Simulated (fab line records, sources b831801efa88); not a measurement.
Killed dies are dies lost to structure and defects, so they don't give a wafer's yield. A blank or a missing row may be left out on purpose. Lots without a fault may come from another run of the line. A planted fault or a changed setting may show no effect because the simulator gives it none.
Which tool did it? | flow gf180mcu | 7 lots, 21 wafers sampled, at 2 steps of a route of 602

WHAT THE GAUGES READ, wafer by wafer
GF_POLY_GATE_CD_MEAS_10: target cd 280 nm.
lot  | measured     | on        | cd_nm (nm)
L970 | day 9 22:32  | cd_sem-02 | 281.0 279.7 280.9
L972 | day 10 05:52 | cd_sem-01 | 280.5 281.2 281.7
L975 | day 10 22:59 | cd_sem-01 | 278.9 278.1 277.4
L980 | day 12 12:05 | cd_sem-02 | 281.0 281.2 280.8
L983 | day 13 12:52 | cd_sem-01 | 271.4 272.0 273.6
L987 | day 14 23:49 | cd_sem-02 | 278.9 278.6 279.2
L989 | day 15 09:01 | cd_sem-02 | 278.3 278.3 279.6

WHICH TOOL RAN EACH LOT (tool, then ch and the chambers of the sampled wafers, then the start)
lot  | GF_POLY_GATE_SOFTBAKE_06
L970 | litho_track-02 ch 0, day 9 13:00
L972 | litho_track-04 ch 0, day 9 20:00
L975 | litho_track-03 ch 0, day 10 13:00
L980 | litho_track-02 ch 0, day 12 02:00
L983 | litho_track-04 ch 0, day 13 02:00
L987 | litho_track-03 ch 0, day 14 13:00
L989 | litho_track-02 ch 0, day 14 22:00
- GF_POLY_GATE_SOFTBAKE_06: time 60 s.

THE ANSWER, worked out from the rows above alone
Rule: what is usual is taken from the lots themselves. Put in order of their means at a reading, lots are off if they are a third of the lots or fewer, leave a main group of 4 or more, and stand apart from it by a gap of 3 or more times the standard deviation of the main group's means; of several such gaps the widest counts. A main group whose means are all the same, to the digits that the tables above print for the reading, isn't used. A lot without any number at a reading at which 4 lots or more have one is off too. The other lots that the step has rows for count as sound.
Off: L983, at GF_POLY_GATE_CD_MEAS_10 (cd_nm). The main group: mean 279.7 nm, standard deviation 1.2.
A tool fits if, at a process step before that reading, it ran every lot that is off, and no sound lot after the first of them. The gauges at GF_POLY_GATE_CD_MEAS_10 are tried like those tools. Can't be told from this: 2 tools fit, litho_track-04 at GF_POLY_GATE_SOFTBAKE_06, cd_sem-01 at GF_POLY_GATE_CD_MEAS_10.

WHAT THE SIMULATOR HAD PUT IN
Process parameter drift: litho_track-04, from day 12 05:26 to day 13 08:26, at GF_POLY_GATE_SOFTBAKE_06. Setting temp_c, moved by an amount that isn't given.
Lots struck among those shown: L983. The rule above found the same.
